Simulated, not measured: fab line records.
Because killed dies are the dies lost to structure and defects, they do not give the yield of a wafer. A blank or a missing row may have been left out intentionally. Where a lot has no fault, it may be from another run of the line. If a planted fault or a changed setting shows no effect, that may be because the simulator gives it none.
What tool caused it?    flow gf180mcu    11 lots, 33 wafers sampled, at 5 steps of a route of 602

== WHAT THE GAUGES READ, wafer by wafer ==
GF_STI_THK_MEAS_30.
lot   measured     on             STI_OXIDATION_02_THK (nm)
L227  day 2 09:08  film metro-03  10.20 10.11 10.07
L228  day 2 12:05  film metro-01  9.80 9.85 9.81
L229  day 2 16:32  film metro-01  9.94 9.86 9.87
L230  day 2 21:08  film metro-02  9.67 9.68 9.65
L231  day 3 02:11  film metro-03  10.03 10.05 9.92
L232  day 3 07:40  film metro-01  9.82 9.72 9.82
L233  day 3 13:07  film metro-02  10.10 10.06 9.96
L234  day 3 17:26  film metro-03  10.05 10.10 10.23
L239  day 4 20:17  film metro-02  7.18 7.12 7.12
L240  day 5 00:22  film metro-02  7.22 7.21 7.13
L247  day 6 15:08  film metro-02  10.15 10.19 9.99

GF_V2_BOW_MEAS_05.
lot   measured      on             V2_BOW (um)
L227  day 19 04:14  film metro-01  101 99 101
L228  day 19 14:09  film metro-02  98 97 102
L229  day 20 00:44  film metro-01  95 112 94
L230  day 20 03:04  film metro-04  103 104 86
L231  day 20 16:35  film metro-04  113 111 102
L232  day 21 06:33  film metro-04  94 107 106
L233  day 21 13:41  film metro-01  91 82 97
L234  day 21 19:41  film metro-01  105 96 102
L239  day 23 16:02  film metro-01  109 98 109
L240  day 24 03:05  film metro-01  94 94 113
L247  day 26 08:13  film metro-02  101 101 90

GF_V2_OVL_MEAS_15.
lot   measured      on          V2_OVL (nm)
L227  day 20 04:10  overlay-02  2 -8 -4
L228  day 20 14:38  overlay-02  -9 -9 -3
L229  day 21 00:58  overlay-02  -5 -11 -9
L230  day 21 03:35  overlay-02  2 3 -1
L231  day 21 16:49  overlay-01  -4 -6 -12
L232  day 22 06:19  overlay-01  -5 -7 -6
L233  day 22 12:44  overlay-02  -5 -17 3
L234  day 22 19:14  overlay-01  -16 -14 -11
L239  day 24 14:15  overlay-01  -16 -16 -13
L240  day 25 01:02  overlay-01  -14 -18 -18
L247  day 27 04:41  overlay-02  -5 9 -6

GF_V3_THK_MEAS_03.
lot   measured      on             V3_CVD_02_THK (nm)
L227  day 21 06:26  film metro-01  849 868 868
L228  day 21 17:23  film metro-01  853 855 860
L229  day 22 03:18  film metro-02  867 869 853
L230  day 22 05:38  film metro-01  862 874 869
L231  day 22 18:48  film metro-01  842 855 858
L232  day 23 07:30  film metro-03  854 878 873
L233  day 23 13:47  film metro-01  858 873 873
L234  day 23 20:20  film metro-02  842 854 862
L239  day 25 14:10  film metro-01  841 865 854
L240  day 26 00:50  film metro-02  846 839 854
L247  day 28 03:47  film metro-03  845 847 864

== TOOL THAT RAN EACH LOT (tool first, then ch and the chambers of the sampled wafers, then the start) ==
lot   GF_STI_OXIDATION_29
L227  furnace-02 ch 0, day 2 07:43
L228  furnace-02 ch 0, day 2 10:40
L229  furnace-02 ch 0, day 2 15:07
L230  furnace-01 ch 0, day 2 19:43
L231  furnace-02 ch 0, day 3 00:48
L232  furnace-02 ch 0, day 3 06:16
L233  furnace-01 ch 0, day 3 11:43
L234  furnace-02 ch 0, day 3 16:03
L239  furnace-01 ch 0, day 4 18:53
L240  furnace-01 ch 0, day 4 22:58
L247  furnace-02 ch 0, day 6 13:44
- GF_STI_OXIDATION_29: stabilise 600 s, purge 300 s, target thk 10 nm.

== AS READ BY THE TOOLS THEMSELVES (means over the sampled wafers that have a number; for cases with no such wafer, the mark the record gives instead) ==
GF_STI_OXIDATION_29.
lot   tool        spike tc top C (C)  zone power bottom pct (%)
L227  furnace-02  911.1               27.4
L228  furnace-02  911.3               27.3
L229  furnace-02  910.6               27.0
L230  furnace-01  907.1               29.3
L231  furnace-02  910.6               27.3
L232  furnace-02  910.3               27.2
L233  furnace-01  905.6               29.0
L234  furnace-02  911.2               27.4
L239  furnace-01  907.8               29.4
L240  furnace-01  907.5               29.5
L247  furnace-02  910.2               27.5

== THE ANSWER, worked out from the rows above alone ==
Rule: the usual values come from the lots themselves. The widest of any qualifying gaps counts: lots, ordered by their means at a reading, are off when they make up no more than a third of the lots, leave a main group of 4 or more, and stand apart from it by 3 or more times the standard deviation of that group's means. Not used: any main group whose means are identical at the precision the tables above print for the reading. A lot without any number at a reading at which 4 lots or more have one is off too. Any other lot the step has rows for is counted as sound. Order of review: gauges by route order, followed by the tools' own readings, for which a lot's mean as printed above is used. At the first step where some lot is off, the reading lying furthest off is the one used; lots without a number count as furthest.
Off: L239, L240, seen at GF_STI_THK_MEAS_30 (STI_OXIDATION_02_THK). The main group has a mean of 9.95 nm with a standard deviation of 0.16.
A tool fits if, at a process step before that reading, it ran every lot that is off, and no sound lot after the first of them. Gauges at GF_STI_THK_MEAS_30: tried the same way as those tools. One fits: GF_STI_OXIDATION_29 on furnace-01. Its last sound lot is L233 (day 3 11:43), its first lot that is off L239 (day 4 18:53): a fault that began between those two fits.

== WHAT THE SIMULATOR PUT IN ==
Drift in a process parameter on furnace-01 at GF_STI_OXIDATION_29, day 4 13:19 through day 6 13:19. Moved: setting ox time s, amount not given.
Lots struck among those shown: L239, L240. The rule above reached the same finding.
